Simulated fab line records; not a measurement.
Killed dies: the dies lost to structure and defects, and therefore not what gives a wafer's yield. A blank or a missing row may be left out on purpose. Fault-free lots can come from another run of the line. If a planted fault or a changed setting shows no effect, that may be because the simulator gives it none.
Chamber matching	flow gf180mcu	GF_V5_CVD_02 on pecvd-02: 3 sister chambers
The step deposits SiO2 from TEOS, target thk 1450 nm, time 163.28 s. 3 wafers are shown with their chamber, then 12 later ones without.

== WAFERS WITH THEIR CHAMBER ==
wafer	chamber	heater-power-w (W)
L084.5	0	478
L088.4	1	544
L088.6	2	695

== WAFERS WITH NO CHAMBER GIVEN ==
wafer	heater-power-w (W)
L089.1	626
L089.5	505
L089.6	589
L092.3	722
L092.4	590
L092.6	494
L096.1	605
L096.4	699
L096.5	616
L097.1	627
L097.4	709
L097.5	599

== EACH ONE'S CHAMBER ==
wafer	from the rows above	in truth
L089.1	can't be placed: 2 or 1 or 0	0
L089.5	can't be placed: 0 or 1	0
L089.6	can't be placed: 1 or 2 or 0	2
L092.3	2	2
L092.4	can't be placed: 1 or 2 or 0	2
L092.6	can't be placed: 0 or 1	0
L096.1	can't be placed: 1 or 2 or 0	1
L096.4	2	2
L096.5	can't be placed: 1 or 2 or 0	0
L097.1	can't be placed: 2 or 1 or 0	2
L097.4	2	2
L097.5	can't be placed: 1 or 2 or 0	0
3 of 12 placed correctly. Unplaceable from these rows: 9, with the true chamber sitting among the candidates in 9. Placed wrongly: 0.
How it was worked out, from the rows above alone: a wafer's distance from a chamber is the root of the sum, over the readings, of the square of ((its reading less the chamber's mean) divided by the reading's scatter). If the next closest chamber is less than 2 further off than the closest, the wafer can't be placed; otherwise it belongs to the closest. A chamber's mean is the mean of its shown wafers. The scatter (one wafer shown for each chamber): square how far every hidden wafer sits from the nearest shown wafer, average those squares and take the square root.
